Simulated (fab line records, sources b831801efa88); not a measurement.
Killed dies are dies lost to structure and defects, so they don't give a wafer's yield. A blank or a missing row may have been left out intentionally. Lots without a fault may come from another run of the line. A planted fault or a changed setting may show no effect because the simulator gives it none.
Comparing a struck lot with a sound one ; flow gf180mcu ; 14 out of 602 route steps
Sound: the wafers L151.2, L151.4, L151.5. Struck: wafers L161.1, L161.2, L161.5. The cause is given at the end.
Order at every step that has rows: each side's tool, ch and its chambers, its first start. Under that, the readings that differ: sound wafers ; struck wafers ; difference of the means ; sigmas: that difference in standard deviations of wafers without a fault.
alike: same words and numbers on both sides, and readings whose means sit less than 2 such deviations apart. not compared: any withheld reading, any reading some wafer has no value for, any bound like >300 that may hide the same value, and any number with overlapping values for which the record gives no deviation.
The two part at a step that has a row with sigmas, a row that says differs or no value, or rows on one side only. Non-overlapping numbers with no deviation appear without sigmas and do not part them. A reading that every wafer of one side lacks parts them only if that side has two wafers or more.

first, 5 steps without rows for these wafers: GF_MIM_COAT_14 (resist thk 1000 nm); GF_MIM_SOFTBAKE_15 (time 60 s); GF_MIM_EXPOSE_16 (exposes mask FuseTop, target cd 2000 nm); GF_MIM_PEB_17; GF_MIM_DEVELOP_18 (develop time 60 s).
GF_MIM_METAL_ETCH_19: etches the open film in Cl2/BCl3, stops on Si3N4, target depth 324.5 nm, time 54.1 s.
  sound on rie_metal-01 ch 0, day 27 00:43; struck on rie_metal-01 ch 0,1, day 29 23:34
  alike: chamber_pressure_mTorr, drypump_motor_current_A, oes_product_au, throttle_valve_pct
  not compared: rf_hours_counter_h
GF_MIM_STRIP_20: strips in O2/N2.
  sound on plasma_asher-02 ch 0,1, day 27 00:47; struck on plasma_asher-01 ch 0,1, day 29 23:38
  alike: chamber_pressure_mTorr, drypump_motor_current_A, heater_power_w, n2_flow_sccm, oes_product_au, platen_temp_c, strip_time_to_endpoint_s
  not compared: rf_hours_counter_h
then, 5 steps without rows for these wafers: GF_MIM_STRIP_21 (strips in post etch residue remover, time 1200 s); GF_MIM_CLEAN_22 (cleans in DIW); GF_M5_DEHYDRATE_00 (time 60 s); GF_M5_HMDS_01 (prime time 60 s); GF_M5_COAT_02 (resist thk 1000 nm).
GF_M5_SOFTBAKE_03: time 60 s.
  sound on litho_track-01 ch 0, day 27 11:28; struck on litho_track-04 ch 0, day 30 09:13
reading;sound;struck;difference;sigmas
run_length_s (s);89.21 89.22 89.31;90.62 90.53 90.51;+1.31;+10
  alike: heater_power_total_W
then, 1 step without rows for these wafers: GF_M5_EXPOSE_04 (exposes mask Metal5, target cd 280 nm).

## WHERE THEY PART
Only at GF_M5_SOFTBAKE_03, as far as this record shows.

WHY: what had been put in by the simulator
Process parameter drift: litho_track-04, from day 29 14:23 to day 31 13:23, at GF_M5_SOFTBAKE_03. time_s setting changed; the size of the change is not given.
